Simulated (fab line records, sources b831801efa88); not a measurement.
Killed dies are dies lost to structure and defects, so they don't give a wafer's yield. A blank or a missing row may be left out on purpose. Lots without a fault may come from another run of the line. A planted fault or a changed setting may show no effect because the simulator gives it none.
fab line records | flow sky130 | part 2 of 2: steps 44 to 44 of 44
record lots=7 wafers=19 last_day=51
route steps=708 shown VIA3@591 METAL4@598 CAP2M@603 PAD_OPEN@708
lots that met no fault: from a run of the same line without faults
start_h: hours from the record's first day to the start of the lot's first wafer shown | wait_h: hours since the lot's step before | " the same as in the row above | L1.1+2: a row that stands for several wafers | - no value, or no start given | * or withheld: withheld | < > ~ a bound
route shown NAME@n: a module of which the file shows steps, and the number in the route of the first | usual: mean/standard deviation of fault-free wafers | same: alike in all rows | chamber/n: place in a boat | sites: the reading at each site | _std_site: their standard deviation | _edge_site: outer sites' mean less inner sites' | radius_mm: how far each site lies from the wafer's centre | mask NAME#n: copy n | behind: the tool/chamber that last shaped the wafer | hold: why the lot was held/for how many hours/how that ended | device: the transistor (n, p or np) that didn't switch | end of line: the same wafers' tests at the end of the route | a step without rows: its recipe alone | killed: dies lost to structure and defects at the first sort, not the wafer's yield | map: a wafer's dies, x killed, . not, _ none there
set.NAME: the setting as run; set.NAME@STEP: as run at that earlier step | model.NAME: the simulator's own value behind a step, which no gauge read
lots at some steps of the route; a table a step, a row a wafer
services: from which hour (start_h, from the record's first day; less than 0 if before it) a tool's chamber was out of use, for how many hours, and why
## steps
# step SKY_PAD_OPEN_PROBE_99
# usual defect_limited_yield=82.6/1.8 killed_at_M0_to_M3=43/6.5 killed_at_M4_up=3.1/1.8 killed_at_contacts=24/5.6 killed_at_front_end=15/4.2 killed_at_other=0.3/0.5 killed_dies=86/8.9 killed_open=47/6.9 killed_short=39/5.9 sort_bin_3_pad_short=0.9/0.39 sort_bin_5_function=10.4/1.6 sort_bin_6_memory=6.2/1 sort_n_pass=406/8.9 sort_yield_pct=82.6/1.8
# same gross_dies=492 killed_at_back_side=0 sort_bin_4_leakage[%]=0 sort_bin_8_speed[%]=0
# columns lot.wafer tool chamber start_h wait_h defect_limited_yield[%] killed_at_M0_to_M3 killed_at_M4_up killed_at_contacts killed_at_front_end killed_at_other killed_dies killed_open killed_short sort_bin_3_pad_short[%] sort_bin_5_function[%] sort_bin_6_memory[%] sort_n_pass sort_yield_pct[%] model.etest.cap_mim2.bv_v model.etest.cap_mim2.leak_log10_a_cm2 model.etest.cap_mim2.c_ff_um2
L655.2 prober-01 - 1082.90 0.1 83.5 42 4 19 16 0 81 42 39 0.6 8.5 7.3 411 83.5 13.93 -8.992 2.37
L655.4 prober-01 - 1083.00 0.2 82.1 41 3 21 23 0 88 47 41 1.2 12.2 4.5 404 82.1 13.93 -8.8 2.298
L655.6 prober-01 - 1083.10 0.2 78.3 54 0 33 19 1 107 58 49 1.8 13.2 6.7 385 78.3 13.47 -8.575 2.379
L660.1 prober-01 - 1115.70 0.1 86.8 33 4 18 10 0 65 33 32 0.8 7.3 5.1 427 86.8 13.55 -8.617 2.378
L660.4 prober-01 - 1115.85 0.2 79.5 47 1 25 27 1 101 54 47 0.6 14.4 5.5 391 79.5 14.44 -9.028 2.322
L660.5 prober-01 - 1115.90 0.2 84.1 36 2 24 16 0 78 39 39 0.6 8.7 6.5 414 84.1 14.55 -9.12 2.313
L668.3 prober-01 - 1156.65 0.2 83.1 39 3 33 8 0 83 51 32 0.6 9.1 7.1 409 83.1 13.67 -8.677 2.472
L668.6 prober-01 - 1156.80 0.2 87.2 39 0 14 10 0 63 33 30 1.0 8.3 3.5 429 87.2 12.86 -8.66 2.51
L669.3 prober-02 - 1158.07 0.2 81.9 38 3 25 23 0 89 46 43 1.0 10.8 6.3 403 81.9 12.81 -9 2.501
L669.5 prober-02 - 1158.17 0.2 81.5 38 3 28 21 1 91 42 49 1.0 11.0 6.5 401 81.5 13.86 -8.86 2.34
L669.6 prober-02 - 1158.22 0.2 82.1 38 2 23 25 0 88 48 40 0.6 10.6 6.7 404 82.1 13.05 -8.805 2.483
L671.1 prober-02 - 1174.86 0.1 82.1 45 1 26 16 0 88 45 43 1.2 9.3 7.3 404 82.1 14.21 -8.954 2.331
L671.3 prober-02 - 1174.96 0.2 81.9 42 4 26 16 1 89 46 43 1.0 10.8 6.3 403 81.9 12.91 -8.697 2.505
L674.1 prober-01 - 1189.41 0.1 82.3 42 4 30 9 2 87 56 31 1.0 8.9 7.7 405 82.3 14.6 -8.914 2.382
L674.3 prober-01 - 1189.51 0.2 81.9 42 5 29 13 0 89 50 39 0.8 9.8 7.5 403 81.9 13.12 -8.783 2.356
L674.6 prober-01 - 1189.66 0.2 82.3 48 3 17 19 0 87 50 37 0.4 9.8 7.5 405 82.3 13.61 -9.083 2.298
L676.2 prober-02 - 1212.08 0.1 81.9 44 1 21 23 0 89 59 30 0.8 8.3 8.9 403 81.9 14.13 -9.009 2.323
L676.4 prober-02 - 1212.18 0.2 82.5 41 2 26 17 0 86 40 46 1.2 11.0 5.3 406 82.5 13.66 -8.875 2.33
L676.5 prober-02 - 1212.23 0.2 80.3 44 1 36 15 1 97 52 45 0.8 12.8 6.1 395 80.3 14.3 -9.021 2.305
# killed by level:class
L655.2 VIA1:geometric_particle:open=10 CONTACT:geometric_particle:open=8 VIA2:geometric_particle:open=7 VIA1:geometric_particle:short=6 METAL2:geometric_particle:short=6 FIELD_ISO:geometric_particle:short=4 METAL1:geometric_particle:short=4 FIELD_ISO:geometric_particle:open=3
L655.4 LI_CONTACT:geometric_particle:open=9 VIA1:geometric_particle:short=9 VIA1:geometric_particle:open=9 FIELD_ISO:geometric_particle:short=8 CONTACT:geometric_particle:open=6 VIA2:geometric_particle:open=5 FIELD_ISO:geometric_particle:open=4 LOCAL_INTERCONNECT:geometric_particle:short=4
L655.6 VIA1:geometric_particle:open=11 LI_CONTACT:geometric_particle:open=11 METAL2:geometric_particle:short=9 CONTACT:geometric_particle:open=9 CONTACT:geometric_particle:short=8 VIA2:geometric_particle:open=8 FIELD_ISO:geometric_particle:open=6 METAL1:geometric_particle:short=6
L660.1 CONTACT:geometric_particle:open=7 METAL1:geometric_particle:short=6 LI_CONTACT:geometric_particle:open=5 METAL2:geometric_particle:short=5 VIA2:geometric_particle:open=5 FIELD_ISO:geometric_particle:open=3 POLY_GATE:geometric_particle:short=3 POLY_GATE:geometric_particle:open=3
L660.4 VIA2:geometric_particle:open=10 VIA2:geometric_particle:short=9 FIELD_ISO:geometric_particle:short=8 CONTACT:geometric_particle:open=8 LI_CONTACT:geometric_particle:open=7 VIA1:geometric_particle:open=7 VIA3:geometric_particle:open=6 POLY_GATE:geometric_particle:open=5
L660.5 LI_CONTACT:geometric_particle:open=10 VIA1:geometric_particle:open=10 VIA1:geometric_particle:short=6 LOCAL_INTERCONNECT:geometric_particle:short=6 VIA3:geometric_particle:open=6 FIELD_ISO:geometric_particle:open=4 POLY_GATE:geometric_particle:open=4 POLY_GATE:geometric_particle:short=4
L668.3 LI_CONTACT:geometric_particle:open=16 CONTACT:geometric_particle:open=8 VIA2:geometric_particle:open=7 VIA1:geometric_particle:open=6 VIA2:geometric_particle:short=6 METAL1:geometric_particle:short=5 FIELD_ISO:geometric_particle:short=4 LI_CONTACT:geometric_particle:short=4
L668.6 METAL1:geometric_particle:short=9 VIA2:geometric_particle:open=5 VIA3:geometric_particle:open=5 LOCAL_INTERCONNECT:geometric_particle:short=5 VIA1:geometric_particle:open=5 POLY_GATE:geometric_particle:short=3 LI_CONTACT:geometric_particle:open=3 CONTACT:geometric_particle:open=3
L669.3 VIA1:geometric_particle:open=10 CONTACT:geometric_particle:open=8 POLY_GATE:geometric_particle:open=6 CONTACT:geometric_particle:short=6 METAL1:geometric_particle:short=6 LOCAL_INTERCONNECT:geometric_particle:short=5 VIA3:geometric_particle:open=5 FIELD_ISO:geometric_particle:open=4
L669.5 CONTACT:geometric_particle:open=14 VIA1:geometric_particle:open=8 FIELD_ISO:geometric_particle:open=7 METAL1:geometric_particle:short=7 LI_CONTACT:geometric_particle:short=5 CONTACT:geometric_particle:short=5 VIA3:geometric_particle:short=5 METAL2:geometric_particle:short=5
L669.6 CONTACT:geometric_particle:open=13 FIELD_ISO:geometric_particle:short=7 VIA1:geometric_particle:open=7 METAL2:geometric_particle:short=7 FIELD_ISO:geometric_particle:open=6 METAL1:geometric_particle:short=5 POLY_GATE:geometric_particle:short=4 LI_CONTACT:geometric_particle:open=4
L671.1 VIA3:geometric_particle:open=9 METAL1:geometric_particle:short=8 VIA1:geometric_particle:open=8 CONTACT:geometric_particle:open=7 LI_CONTACT:geometric_particle:open=7 VIA1:geometric_particle:short=6 FIELD_ISO:geometric_particle:short=5 POLY_GATE:geometric_particle:open=5
L671.3 VIA1:geometric_particle:open=14 LI_CONTACT:geometric_particle:open=8 CONTACT:geometric_particle:short=7 CONTACT:geometric_particle:open=7 VIA1:geometric_particle:short=7 VIA3:geometric_particle:open=4 METAL2:geometric_particle:short=4 VIA2:geometric_particle:open=4
L674.1 CONTACT:geometric_particle:open=11 VIA1:geometric_particle:open=9 LI_CONTACT:geometric_particle:open=8 VIA2:geometric_particle:open=8 VIA3:geometric_particle:open=5 METAL2:geometric_particle:short=5 LOCAL_INTERCONNECT:geometric_particle:open=4 CONTACT:geometric_particle:short=4
L674.3 VIA1:geometric_particle:open=9 CONTACT:geometric_particle:open=9 VIA3:geometric_particle:open=9 LI_CONTACT:geometric_particle:open=8 POLY_GATE:geometric_particle:short=5 LOCAL_INTERCONNECT:geometric_particle:short=5 FIELD_ISO:geometric_particle:open=4 VIA2:geometric_particle:open=4
L674.6 VIA1:geometric_particle:open=11 POLY_GATE:geometric_particle:open=9 VIA2:geometric_particle:open=8 METAL2:geometric_particle:short=7 LI_CONTACT:geometric_particle:open=5 CONTACT:geometric_particle:open=5 VIA3:geometric_particle:open=5 POLY_GATE:geometric_particle:short=4
L676.2 CONTACT:geometric_particle:open=13 VIA2:geometric_particle:open=8 VIA1:geometric_particle:open=7 VIA3:geometric_particle:open=7 FIELD_ISO:geometric_particle:open=5 FIELD_ISO:geometric_particle:short=5 LI_CONTACT:geometric_particle:open=5 METAL1:geometric_particle:short=4
L676.4 CONTACT:geometric_particle:open=13 POLY_GATE:geometric_particle:short=6 VIA2:geometric_particle:short=6 VIA1:geometric_particle:open=6 VIA3:geometric_particle:open=5 METAL1:geometric_particle:short=5 VIA1:geometric_particle:short=5 VIA2:geometric_particle:open=5
L676.5 CONTACT:geometric_particle:open=12 METAL1:geometric_particle:short=9 METAL2:geometric_particle:short=8 LI_CONTACT:geometric_particle:open=8 CONTACT:geometric_particle:short=8 VIA1:geometric_particle:open=8 POLY_GATE:geometric_particle:short=6 POLY_GATE:geometric_particle:open=6
## services
# columns tool chamber start_h hours kind
pecvd-01 1 920.52 5.6 repair
rie_diel-03 - 923.75 27.5 repair
pecvd-01 2 927.91 4.8 repair
pecvd-01 2 941.99 7.0 repair
rie_diel-04 0 942.80 4.1 repair
pecvd-01 - 961.67 0.9 repair
rie_diel-04 3 982.81 5.2 repair
rie_diel-02 0 983.98 4.4 repair
pvd_sputter-01 - 991.89 2.2 repair
rie_diel-04 3 1000.13 8.5 repair
pecvd-01 - 1002.37 2.8 pm
pecvd-02 - 1032.82 2.4 repair
rie_diel-03 - 1040.63 0.5 repair
rie_diel-02 2 1042.54 4.2 repair
rie_diel-04 - 1064.95 2.8 pm
pecvd-04 - 1065.08 2.8 pm
rie_diel-02 - 1073.10 0.8 repair
pecvd-01 - 1075.03 2.4 repair
rie_diel-02 - 1084.19 0.2 repair
pecvd-04 2 1085.46 4.5 repair
pecvd-02 - 1102.45 2.8 pm
pvd_sputter-03 - 1115.15 1.0 repair
pecvd-04 1 1134.19 18.5 repair
pvd_sputter-03 - 1137.12 1.4 repair
## key
first_sign step=SKY_CAP2M_THK_MEAS_01 reading=CAP2M_CVD_00_THK direction=down sigmas=3.2 usual=15.49 struck=14.61
effect none on later readings
model_effect step=SKY_CAP2M_CVD_00 value=SiO2_of_CAP2M_CVD_00.thk_nm without=15.67 struck=14.6
model_effect step=SKY_METAL4_ETCH_17 value=etch.depth_nm without=15.67 struck=14.6
model_effect step=SKY_PAD_OPEN_PROBE_99 value=etest.cap_mim2.bv_v without=14.03 struck=13.06
met_at SKY_CAP2M_CVD_00
struck_wafers L668.3,L668.6,L669.3,L669.6,L671.3
onset_between 980.42 1028.37
fault kind=process_parameter_drift tool=pecvd-04 chamber=- onset_h=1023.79 steps=SKY_CAP2M_CVD_00 channel=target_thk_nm offset=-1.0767 shape=step end_h=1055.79 scope=struck_wafers_only acts_in=these_recipes_only stated=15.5
